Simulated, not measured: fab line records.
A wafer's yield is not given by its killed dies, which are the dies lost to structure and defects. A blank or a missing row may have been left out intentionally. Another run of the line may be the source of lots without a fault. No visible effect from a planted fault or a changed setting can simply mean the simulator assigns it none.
fab line records | flow sky130
record: lots: 13 | wafers: 39 | last_day: 50
route steps=708 shown VT_ADJUST_PCH@150 VIA1@470
lots that met no fault: taken from a fault-free run of the same line
start_h: hours from the record's first day to the start of the lot's first wafer shown | wait_h: time in hours since the lot's previous step | " same as the row above | L1.1+2: a row that stands for several wafers | - value missing, or start not given | * or withheld: withheld | < > ~ a bound
route shown NAME@n: a module of which the file shows steps, and the number in the route of the first | usual: mean/standard deviation of fault-free wafers | same: alike in all rows | chamber/n: place in a boat | sites: the reading at each site | _std_site: the standard deviation of these | _edge_site: the outer-site mean with the inner-site mean subtracted | radius_mm: how far each site lies from the wafer's centre | mask NAME#n: copy n | behind: the last tool/chamber to shape the wafer | hold: the reason the lot was held/the length of the hold in hours/how it ended | device: names the non-switching transistor (n, p or np) | end of line: tests run on the same wafers once the route is complete | a step with no rows: only its recipe | killed: dies lost to structure and defects at the first sort, not the wafer's yield | map: shows each die of a wafer: x if killed, . if not, _ if none is there
set.NAME: setting as actually run; set.NAME@STEP: the setting as run at that earlier step | model.NAME: the simulator's own value behind a step, which no gauge read
route steps across a sampled set of lots; one table per step, one row per wafer
services: a tool's chamber out of use, with start hour (start_h, from the record's first day; less than 0 if before it), hours out, and reason
== steps ==
step: SKY_VT_ADJUST_PCH_OVL_MEAS_07
usual: VT_ADJUST_PCH_OVL: -0.4/1.6
lot.wafer | tool       | chamber | start_h | wait_h | VT_ADJUST_PCH_OVL[nm]
L138.1    | overlay-01 | -       | 236.50  | -      | -0.4
L138.4    | "          | -       | "       | "      | -1.4
L138.5    | "          | -       | "       | "      | 0.4
L140.1    | overlay-01 | -       | 240.87  | -      | -4.1
L140.2    | "          | -       | "       | "      | -3.2
L140.3    | "          | -       | "       | "      | -4.4
L141.1    | overlay-01 | -       | 249.25  | -      | 0.7
L141.3    | "          | -       | "       | "      | -2.0
L141.4    | "          | -       | "       | "      | -0.8
L142.2    | overlay-01 | -       | 264.11  | -      | -0.1
L142.3    | "          | -       | "       | "      | -0.5
L142.5    | "          | -       | "       | "      | -0.9
L143.2    | overlay-01 | -       | 266.95  | -      | -3.5
L143.3    | "          | -       | "       | "      | -1.5
L143.6    | "          | -       | "       | "      | 0.8
L146.2    | overlay-01 | -       | 286.96  | -      | -0.6
L146.4    | "          | -       | "       | "      | 0.9
L146.6    | "          | -       | "       | "      | 0.4
L147.1    | overlay-01 | -       | 295.45  | -      | 0.1
L147.4    | "          | -       | "       | "      | 0.2
L147.6    | "          | -       | "       | "      | 0.0
L148.1    | overlay-02 | -       | 300.52  | -      | -1.2
L148.2    | "          | -       | "       | "      | 0.1
L148.4    | "          | -       | "       | "      | 0.7
L151.2    | overlay-02 | -       | 330.76  | -      | 1.2
L151.3    | "          | -       | "       | "      | 2.5
L151.4    | "          | -       | "       | "      | 1.9
L152.2    | overlay-01 | -       | 335.48  | -      | -1.9
L152.5    | "          | -       | "       | "      | -1.9
L152.6    | "          | -       | "       | "      | -2.4
L156.1    | overlay-01 | -       | 364.62  | -      | 0.6
L156.2    | "          | -       | "       | "      | -0.5
L156.6    | "          | -       | "       | "      | 0.3
L158.4    | overlay-01 | -       | 378.34  | -      | -3.7
L158.5    | "          | -       | "       | "      | -3.0
L158.6    | "          | -       | "       | "      | -2.3
L161.1    | overlay-02 | -       | 412.40  | -      | -0.5
L161.3    | "          | -       | "       | "      | -1.7
L161.6    | "          | -       | "       | "      | -1.1
step: SKY_VT_ADJUST_PCH_IMPLANT_08
recipe: species: B | energy_kev: 10 | dose_cm2: 5e+11 | tilt_deg: withheld
usual: beam_on_s: 10.02/0.19 | dose_ions_cm2: 5e+11/4.5e+08 | faraday_current_uA: 2.81/0.052
lot.wafer | tool         | chamber | start_h | wait_h | beam_on_s | dose_ions_cm2 | faraday_current_uA
L138.1    | implanter-02 | 0       | 236.54  | 0.0    | 10.11     | 4.998e+11     | 2.79
L138.4    | "            | 0       | "       | "      | 10.04     | 4.992e+11     | 2.82
L138.5    | "            | 0       | "       | "      | 10.02     | 5.006e+11     | 2.81
L140.1    | implanter-03 | 0       | 240.91  | 0.0    | 10.14     | 5.004e+11     | 2.78
L140.2    | "            | 0       | "       | "      | 9.85      | 4.996e+11     | 2.85
L140.3    | "            | 0       | "       | "      | 9.90      | 5.001e+11     | 2.84
L141.1    | implanter-03 | 0       | 249.29  | 0.0    | 9.69      | 4.998e+11     | 2.91
L141.3    | "            | 0       | "       | "      | 10.04     | 5e+11         | 2.82
L141.4    | "            | 0       | "       | "      | 10.30     | 5.002e+11     | 2.74
L142.2    | implanter-04 | 0       | 264.17  | 0.0    | 10.04     | 5e+11         | 2.81
L142.3    | "            | 0       | "       | "      | 9.73      | 5.002e+11     | 2.90
L142.5    | "            | 0       | "       | "      | 10.11     | 5.004e+11     | 2.79
L143.2    | implanter-02 | 0       | 267.00  | 0.0    | 9.88      | 4.997e+11     | 2.87
L143.3    | "            | 0       | "       | "      | 9.68      | 4.999e+11     | 2.89
L143.6    | "            | 0       | "       | "      | 9.81      | 5.003e+11     | 2.85
L146.2    | implanter-03 | 0       | 287.02  | 0.0    | 9.90      | 5.004e+11     | 2.85
L146.4    | "            | 0       | "       | "      | 9.94      | 5e+11         | 2.84
L146.6    | "            | 0       | "       | "      | 10.16     | 4.998e+11     | 2.77
L147.1    | implanter-02 | 0       | 295.49  | 0.0    | 9.97      | 5.001e+11     | 2.83
L147.4    | "            | 0       | "       | "      | 10.01     | 4.993e+11     | 2.81
L147.6    | "            | 0       | "       | "      | 9.77      | 5.003e+11     | 2.89
L148.1    | implanter-03 | 0       | 300.56  | 0.0    | 9.78      | 5e+11         | 2.87
L148.2    | "            | 0       | "       | "      | 9.97      | 5.01e+11      | 2.82
L148.4    | "            | 0       | "       | "      | 9.96      | 5.006e+11     | 2.84
L151.2    | implanter-04 | 0       | 330.82  | 0.0    | 9.94      | 4.998e+11     | 2.84
L151.3    | "            | 0       | "       | "      | 10.31     | 5.002e+11     | 2.73
L151.4    | "            | 0       | "       | "      | 10.02     | 5.002e+11     | 2.82
L152.2    | implanter-04 | 0       | 335.53  | 0.0    | 10.12     | 1.373e+11     | 0.77
L152.5    | "            | 0       | "       | "      | 9.74      | 1.377e+11     | 0.79
L152.6    | "            | 0       | "       | "      | 9.98      | 1.372e+11     | 0.77
L156.1    | implanter-02 | 0       | 364.66  | 0.0    | 10.05     | 5e+11         | 2.82
L156.2    | "            | 0       | "       | "      | 9.79      | 5.006e+11     | 2.88
L156.6    | "            | 0       | "       | "      | 9.95      | 5.009e+11     | 2.84
L158.4    | implanter-04 | 0       | 378.43  | 0.1    | 10.27     | 1.368e+11     | 0.75
L158.5    | "            | 0       | "       | "      | 10.14     | 1.366e+11     | 0.76
L158.6    | "            | 0       | "       | "      | 9.90      | 1.368e+11     | 0.78
L161.1    | implanter-03 | 0       | 412.44  | 0.0    | 10.19     | 5e+11         | 2.77
L161.3    | "            | 0       | "       | "      | 9.74      | 5.002e+11     | 2.88
L161.6    | "            | 0       | "       | "      | 9.90      | 5.002e+11     | 2.84
step: SKY_VT_ADJUST_PCH_TW_MEAS_10
usual: VT_ADJUST_PCH_TW: 143.0/1.7
lot.wafer | tool          | chamber | start_h | wait_h | VT_ADJUST_PCH_TW
L138.1    | film_metro-03 | -       | 236.79  | 0.1    | 144.2
L138.4    | "             | -       | "       | "      | 144.1
L138.5    | "             | -       | "       | "      | 144.7
L140.1    | film_metro-01 | -       | 241.16  | 0.1    | 139.7
L140.2    | "             | -       | "       | "      | 139.0
L140.3    | "             | -       | "       | "      | 139.9
L141.1    | film_metro-03 | -       | 249.54  | 0.1    | 144.7
L141.3    | "             | -       | "       | "      | 144.6
L141.4    | "             | -       | "       | "      | 144.6
L142.2    | film_metro-03 | -       | 264.40  | 0.1    | 143.5
L142.3    | "             | -       | "       | "      | 143.2
L142.5    | "             | -       | "       | "      | 144.5
L143.2    | film_metro-01 | -       | 267.24  | 0.1    | 142.0
L143.3    | "             | -       | "       | "      | 141.1
L143.6    | "             | -       | "       | "      | 141.5
L146.2    | film_metro-01 | -       | 287.25  | 0.1    | 141.8
L146.4    | "             | -       | "       | "      | 141.2
L146.6    | "             | -       | "       | "      | 141.2
L147.1    | film_metro-01 | -       | 295.74  | 0.1    | 141.0
L147.4    | "             | -       | "       | "      | 141.3
L147.6    | "             | -       | "       | "      | 141.2
L148.1    | film_metro-01 | -       | 300.81  | 0.1    | 140.8
L148.2    | "             | -       | "       | "      | 141.2
L148.4    | "             | -       | "       | "      | 140.5
L151.2    | film_metro-03 | -       | 331.05  | 0.1    | 143.7
L151.3    | "             | -       | "       | "      | 144.0
L151.4    | "             | -       | "       | "      | 144.9
L152.2    | film_metro-01 | -       | 335.77  | 0.1    | 102.2
L152.5    | "             | -       | "       | "      | 102.6
L152.6    | "             | -       | "       | "      | 101.9
L156.1    | film_metro-03 | -       | 364.91  | 0.1    | 143.6
L156.2    | "             | -       | "       | "      | 143.9
L156.6    | "             | -       | "       | "      | 144.4
L158.4    | film_metro-04 | -       | 378.64  | 0.1    | 104.4
L158.5    | "             | -       | "       | "      | 104.5
L158.6    | "             | -       | "       | "      | 104.0
L161.1    | film_metro-04 | -       | 412.69  | 0.1    | 145.4
L161.3    | "             | -       | "       | "      | 146.1
L161.6    | "             | -       | "       | "      | 145.9
step: SKY_VIA1_CD_MEAS_12
recipe: target_cd_nm: 150
usual: cd_nm: 150.2/1.5
lot.wafer | tool      | chamber | start_h | wait_h | cd_nm
L138.1    | cd_sem-02 | -       | 808.37  | -      | 147.7
L138.4    | "         | -       | "       | "      | 148.0
L138.5    | "         | -       | "       | "      | 148.4
L140.1    | cd_sem-01 | -       | 816.17  | -      | 149.9
L140.2    | "         | -       | "       | "      | 153.7
L140.3    | "         | -       | "       | "      | 153.3
L141.1    | cd_sem-02 | -       | 820.94  | -      | 152.7
L141.3    | "         | -       | "       | "      | 152.4
L141.4    | "         | -       | "       | "      | 151.3
L142.2    | cd_sem-02 | -       | 833.61  | -      | 149.9
L142.3    | "         | -       | "       | "      | 148.9
L142.5    | "         | -       | "       | "      | 148.0
L143.2    | cd_sem-02 | -       | 834.61  | -      | 151.0
L143.3    | "         | -       | "       | "      | 151.4
L143.6    | "         | -       | "       | "      | 149.6
L146.2    | cd_sem-01 | -       | 858.49  | -      | 147.3
L146.4    | "         | -       | "       | "      | 149.3
L146.6    | "         | -       | "       | "      | 150.4
L147.1    | cd_sem-02 | -       | 880.17  | -      | 150.1
L147.4    | "         | -       | "       | "      | 149.8
L147.6    | "         | -       | "       | "      | 149.1
L148.1    | cd_sem-02 | -       | 881.43  | -      | 148.8
L148.2    | "         | -       | "       | "      | 151.0
L148.4    | "         | -       | "       | "      | 150.5
L151.2    | cd_sem-02 | -       | 902.29  | -      | 150.0
L151.3    | "         | -       | "       | "      | 149.4
L151.4    | "         | -       | "       | "      | 147.5
L152.2    | cd_sem-02 | -       | 904.99  | -      | 149.6
L152.5    | "         | -       | "       | "      | 149.7
L152.6    | "         | -       | "       | "      | 149.3
L156.1    | cd_sem-02 | -       | 930.38  | -      | 151.2
L156.2    | "         | -       | "       | "      | 151.3
L156.6    | "         | -       | "       | "      | 151.7
L158.4    | cd_sem-01 | -       | 943.44  | -      | 150.4
L158.5    | "         | -       | "       | "      | 149.6
L158.6    | "         | -       | "       | "      | 150.4
L161.1    | cd_sem-01 | -       | 969.59  | -      | 150.2
L161.3    | "         | -       | "       | "      | 151.3
L161.6    | "         | -       | "       | "      | 152.0
step: SKY_VIA1_CVD_21
recipe: material: W | target_thk_nm: 270 | time_s: 80.902 | temp_c: 400 | pressure_torr: 40
usual: heater_power_w: 920/20
lot.wafer | tool     | chamber | start_h | wait_h | heater_power_w | since_wet_clean_h
L138.1    | cvd_w-02 | 1       | 809.27  | 0.0    | 943            | 405
L138.4    | "        | 0       | "       | "      | 910            | -
L138.5    | "        | 0       | "       | "      | 911            | -
L140.1    | cvd_w-01 | 1       | 817.08  | 0.0    | 884            | 913
L140.2    | "        | 0       | "       | "      | 923            | 913
L140.3    | "        | 1       | "       | "      | 900            | -
L141.1    | cvd_w-02 | 0       | 821.84  | 0.0    | 919            | 418
L141.3    | "        | 0       | "       | "      | 930            | -
L141.4    | "        | 1       | "       | "      | 935            | -
L142.2    | cvd_w-02 | 1       | 834.52  | 0.0    | 947            | 431
L142.3    | "        | 1       | "       | "      | 920            | -
L142.5    | "        | 0       | "       | "      | 916            | -
L143.2    | cvd_w-01 | 0       | 835.52  | 0.0    | 903            | 932
L143.3    | "        | 0       | "       | "      | 913            | -
L143.6    | "        | 0       | "       | "      | 915            | -
L146.2    | cvd_w-02 | 0       | 859.37  | 0.0    | 930            | 455
L146.4    | "        | 1       | "       | "      | 917            | -
L146.6    | "        | 1       | "       | "      | 935            | -
L147.1    | cvd_w-02 | 1       | 881.07  | 0.0    | 933            | 477
L147.4    | "        | 1       | "       | "      | 935            | -
L147.6    | "        | 1       | "       | "      | 943            | -
L148.1    | cvd_w-02 | 1       | 882.32  | 0.0    | 922            | 478
L148.2    | "        | 0       | "       | "      | 953            | 478
L148.4    | "        | 1       | "       | "      | 955            | -
L151.2    | cvd_w-01 | 1       | 903.17  | 0.0    | 850            | 999
L151.3    | "        | 0       | "       | "      | 919            | -
L151.4    | "        | 1       | "       | "      | 892            | -
L152.2    | cvd_w-02 | 0       | 905.87  | 0.0    | 924            | 502
L152.5    | "        | 1       | "       | "      | 935            | -
L152.6    | "        | 0       | "       | "      | 945            | -
L156.1    | cvd_w-01 | 0       | 931.31  | 0.0    | 895            | 13
L156.2    | "        | 1       | "       | "      | 909            | 13
L156.6    | "        | 1       | "       | "      | 907            | -
L158.4    | cvd_w-01 | 0       | 944.33  | 0.1    | 881            | -
L158.5    | "        | 0       | "       | "      | 895            | -
L158.6    | "        | 1       | "       | "      | 909            | -
L161.1    | cvd_w-02 | 0       | 970.49  | 0.0    | 936            | 567
L161.3    | "        | 0       | "       | "      | 939            | -
L161.6    | "        | 0       | "       | "      | 929            | -
== services ==
tool         | chamber | start_h | hours | kind
cvd_w-02     | 1       | 265.29  | 12.5  | repair
implanter-03 | -       | 283.06  | 2.9   | pm
cvd_w-02     | -       | 292.56  | 6.9   | pm
implanter-03 | -       | 306.75  | 1.8   | repair
cvd_w-01     | -       | 316.81  | 1.3   | repair
implanter-03 | -       | 329.70  | 3.7   | repair
implanter-03 | -       | 332.96  | 1.4   | repair
cvd_w-02     | 1       | 386.79  | 11.4  | repair
cvd_w-02     | -       | 390.00  | 14.0  | pm
implanter-03 | -       | 393.98  | 2.2   | repair
cvd_w-02     | -       | 416.50  | 0.5   | repair
implanter-03 | -       | 436.56  | 6.5   | pm
implanter-03 | -       | 467.20  | 4.1   | repair
cvd_w-01     | -       | 537.58  | 0.7   | repair
cvd_w-02     | -       | 541.95  | 6.0   | pm
cvd_w-01     | -       | 604.00  | 14.6  | pm
cvd_w-01     | 1       | 689.04  | 2.4   | repair
implanter-03 | -       | 748.19  | 4.6   | repair
cvd_w-02     | -       | 781.59  | 0.7   | repair
implanter-03 | -       | 807.56  | 2.5   | repair
cvd_w-01     | -       | 817.25  | 6.9   | pm
implanter-03 | -       | 864.18  | 1.5   | repair
cvd_w-01     | -       | 904.00  | 14.0  | pm
implanter-03 | -       | 907.03  | 2.2   | repair
== key ==
first_sign: step: SKY_VT_ADJUST_PCH_IMPLANT_08 | reading: dose_ions_cm2 | direction: down | sigmas: 99+ | usual: * | struck: *
effect: step: SKY_VT_ADJUST_PCH_IMPLANT_08 | reading: faraday_current_uA | direction: down | sigmas: 39 | usual: 2.81 | struck: 0.77
effect: step: SKY_VT_ADJUST_PCH_TW_MEAS_10 | reading: VT_ADJUST_PCH_TW | direction: down | sigmas: 23 | usual: 143.0 | struck: 103.3
met_at SKY_VT_ADJUST_PCH_IMPLANT_08
struck_lots L152,L158
tester_left_out L152,L158
not_acting_at SKY_VT_ADJUST_PCH_OVL_MEAS_07,SKY_VIA1_CD_MEAS_12,SKY_VIA1_CVD_21
onset_between 330.82 335.53
fault: kind: process_parameter_drift | tool: implanter-04 | chamber: - | onset_h: 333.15 | steps: SKY_VT_ADJUST_PCH_IMPLANT_08 | channel: dose_cm2 | offset: * | shape: step | end_h: 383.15 | acts_in: * | stated: *
tester_left_out: of these lots the tester's yield and bins aren't shown, on N5 and GAA mostly nor the transistor test; their killed dies are dies lost to structure and defects alone, not to doping, threshold or leakage, so they don't give the yield
